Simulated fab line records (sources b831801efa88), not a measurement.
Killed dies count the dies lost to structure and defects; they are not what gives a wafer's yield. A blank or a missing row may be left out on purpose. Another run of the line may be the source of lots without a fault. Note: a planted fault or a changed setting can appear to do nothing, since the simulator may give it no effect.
Comparing a struck lot with a sound one / flow sky130 / 43 out of 708 route steps
Sound: these wafers, L960.2, L960.4, L960.5. Wafers struck: L978.1, L978.4, L978.6. The cause is given at the end.
Each step with rows lists, per side, the tool, then ch with its chambers, then its first start. Under that, the readings that differ: sound wafers / struck wafers / difference of the means / sigmas: that difference in standard deviations of wafers without a fault.
alike: readings whose means differ by less than 2 such deviations, and words and numbers that are the same on both sides. not compared: withheld readings, readings that some wafer has no value for, bounds like >300 that may hide the same value, and numbers for which the record gives no deviation and whose values overlap.
The two part at a step that has a row with sigmas, a row that says differs or no value, or rows on one side only. Non-overlapping numbers with no deviation appear without sigmas and do not part them. A reading missing from all wafers of one side parts the sides only when that side holds two or more wafers.

first, 6 steps without rows for these wafers: SKY_METAL1_COAT_09 (resist thk 60 nm); SKY_METAL1_COAT_10 (resist thk 450 nm); SKY_METAL1_SOFTBAKE_11 (time 90 s); SKY_METAL1_EXPOSE_12 (exposes mask MM1, target cd 140 nm); SKY_METAL1_PEB_13; SKY_METAL1_DEVELOP_14 (develop time 60 s).
SKY_METAL1_CD_MEAS_15: target cd 140 nm.
  sound on cd_sem-02, day 32 22:04; struck on cd_sem-02, day 38 21:20
  alike: cd_nm
SKY_METAL1_OVL_MEAS_16:
  sound on overlay-01, day 32 22:10; struck on overlay-02, day 38 21:28
  alike: METAL1_OVL
then, 1 step without rows for these wafers: SKY_METAL1_DESCUM_17 (chemistry O2, time 8 s).
SKY_METAL1_ETCH_18: etches BARC in N2/H2, stops on SiO2, time 45.9 s, target depth 60 nm.
  sound on rie_metal-02 ch 0, day 32 22:14; struck on rie_metal-02 ch 1, day 38 21:32
reading=drypump_motor_current_A (A); sound=6.6 6.6 6.6; struck=5.5 5.5 5.5; difference=-1.1; sigmas=-2
  alike: oes_product_au, throttle_valve_pct
  not compared: rf_hours_counter_h
SKY_METAL1_METAL_ETCH_19: etches the open film in Cl2/BCl3, stops on SiO2, target depth 360 nm, time 78 s.
  sound on rie_metal-02 ch 0, day 32 22:17; struck on rie_metal-02 ch 1, day 38 21:35
reading=drypump_motor_current_A (A); sound=6.6 6.6 6.6; struck=5.5 5.5 5.5; difference=-1.1; sigmas=-2
  alike: oes_product_au, throttle_valve_pct
  not compared: rf_hours_counter_h
then, 1 step without rows for these wafers: SKY_METAL1_STRIP_20 (strips in O2/N2).
SKY_METAL1_STRIP_21: strips in post etch residue remover, time 1200 s.
  sound on wet_bench-02 ch 2, day 32 22:29; struck on wet_bench-02 ch 0, day 38 21:47
  alike: temp_c
then, 3 steps without rows for these wafers: SKY_METAL1_CLEAN_22 (cleans in IPA, time 180 s); SKY_METAL1_CLEAN_23 (cleans in O3/DIW); SKY_VIA1_HDPCVD_00 (deposits SiO2, target thk 1030 nm, time 171.7 s).
SKY_VIA1_THK_MEAS_01:
  sound on film_metro-04, day 32 23:06; struck on film_metro-01, day 38 22:23
  alike: VIA1_HDPCVD_THK
then, 1 step without rows for these wafers: SKY_VIA1_CMP_02 (polishes SiO2).
SKY_VIA1_BOW_MEAS_03:
  sound on film_metro-02, day 32 23:28; struck on film_metro-01, day 38 22:45
  alike: VIA1_BOW
then, 8 steps without rows for these wafers: SKY_VIA1_DEHYDRATE_04 (time 60 s); SKY_VIA1_HMDS_05 (prime time 60 s); SKY_VIA1_COAT_06 (resist thk 60 nm); SKY_VIA1_COAT_07 (resist thk 450 nm); SKY_VIA1_SOFTBAKE_08 (time 90 s); SKY_VIA1_EXPOSE_09 (exposes mask VIM, target cd 150 nm); SKY_VIA1_PEB_10; SKY_VIA1_DEVELOP_11 (develop time 60 s).
SKY_VIA1_CD_MEAS_12: target cd 150 nm.
  sound on cd_sem-02, day 34 02:31; struck on cd_sem-02, day 39 23:14
  alike: cd_nm
SKY_VIA1_OVL_MEAS_13:
  sound on overlay-02, day 34 02:37; struck on overlay-01, day 39 23:22
  alike: VIA1_OVL
SKY_VIA1_ETCH_14: etches BARC in N2/H2, stops on SiO2, time 45.9 s, target depth 60 nm.
  sound on rie_diel-01 ch 0,3, day 34 02:39; struck on rie_diel-04 ch 1,3, day 39 23:24
reading=drypump_motor_current_A (A); sound=6.5 5.8 6.5; struck=5.1 5.4 5.4; difference=-1.0; sigmas=-2
  alike: oes_product_au, throttle_valve_pct
  not compared: rf_hours_counter_h
then, 7 steps without rows for these wafers: SKY_VIA1_ETCH_15 (etches SiO2 in C4F8/O2/Ar, stops on TiN, target depth 351 nm, time 54 s); SKY_VIA1_STRIP_16 (strips in O2/N2); SKY_VIA1_STRIP_17 (strips in post etch residue remover, time 1200 s); SKY_VIA1_CLEAN_18 (cleans in IPA, time 180 s); SKY_VIA1_CLEAN_19 (cleans in O3/DIW); SKY_VIA1_SPUTTER_20 (material TiN, target thk 20 nm, time 80 s); SKY_VIA1_CVD_21 (deposits W, target thk 270 nm, time 80.902 s).
SKY_VIA1_RS_MEAS_22: measures by four-point-probe.
  sound on film_metro-02, day 34 03:37; struck on film_metro-04, day 40 00:14
  alike: VIA1_W_RS
SKY_VIA1_THK_MEAS_23: measures by xrf.
  sound on film_metro-02, day 34 03:44; struck on film_metro-04, day 40 00:21
  alike: VIA1_W_THK
SKY_VIA1_CMP_24: polishes, stops on SiO2, t overpolish 15 s, target thk 0 nm.
  sound on cmp-02 ch 0,3, day 34 03:47; struck on cmp-01 ch 1,3, day 40 00:28
  alike: motor_current_A, overpolish_run_s, time_to_endpoint_s
SKY_METAL2_SPUTTER_00: material Ti, target thk 15 nm, time 10 s.
  sound on pvd_sputter-03, day 34 04:05; struck on pvd_sputter-03, day 40 00:43
  alike: cathode_dc_power_W, throttle_valve_pct
then, 1 step without rows for these wafers: SKY_METAL2_SPUTTER_01 (material TiN, target thk 20 nm, time 16.7 s).
-- the record jumps here: 10 days lie between the struck wafers' starts before and after (it left off in module METAL2 and takes up again in module PAD_OPEN, whose first step shown is number 708 of the route) --
SKY_PAD_OPEN_PROBE_99:
  sound on prober-02, day 45 22:32; struck on prober-02, day 50 02:50
reading=defect_limited_yield (%); sound=81.3 78.7 82.3; struck=70.3 75.2 75.2; difference=-7.2; sigmas=-4
reading=killed_at_M0_to_M3; sound=49 46 45; struck=110 91 99; difference=+53; sigmas=+8
reading=killed_dies; sound=92 105 87; struck=146 122 122; difference=+35; sigmas=+4
reading=killed_short; sound=51 47 40; struck=35 23 23; difference=-19; sigmas=-3
reading=sort_bin_3_pad_short (%); sound=0.6 1.0 1.2; struck=4.9 5.3 5.3; difference=+4.2; sigmas=+10
reading=sort_bin_5_function (%); sound=12.4 13.2 9.6; struck=19.1 14.2 14.0; difference=+4.0; sigmas=+3
reading=sort_n_pass; sound=400 387 405; struck=346 370 370; difference=-35; sigmas=-4
reading=sort_yield_pct (%); sound=81.3 78.7 82.3; struck=70.3 75.2 75.2; difference=-7.2; sigmas=-4
reading=model.etest.tester.sort_n_pass; sound=400 387 405; struck=346 370 370; difference=-35; sigmas=
reading=model.etest.tester.sort_yield_pct (%); sound=81.3 78.66 82.32; struck=70.33 75.2 75.2; difference=-7.18; sigmas=
reading=model.etest.tester.sort_bin_5_pct (%); sound=12.4 13.21 9.553; struck=19.11 14.23 14.02; difference=+4.07; sigmas=
reading=model.etest.tester.sort_bin_3_pct (%); sound=0.6098 1.016 1.22; struck=4.878 5.285 5.285; difference=+4.201; sigmas=
  alike: killed_at_M4_up, killed_at_contacts, killed_at_front_end, killed_at_other, killed_open, sort_bin_6_memory

== WHERE THEY PART ==
Earliest at SKY_METAL1_ETCH_18; latest, in this record, at SKY_PAD_OPEN_PROBE_99.

WHY: the cause the simulator had injected
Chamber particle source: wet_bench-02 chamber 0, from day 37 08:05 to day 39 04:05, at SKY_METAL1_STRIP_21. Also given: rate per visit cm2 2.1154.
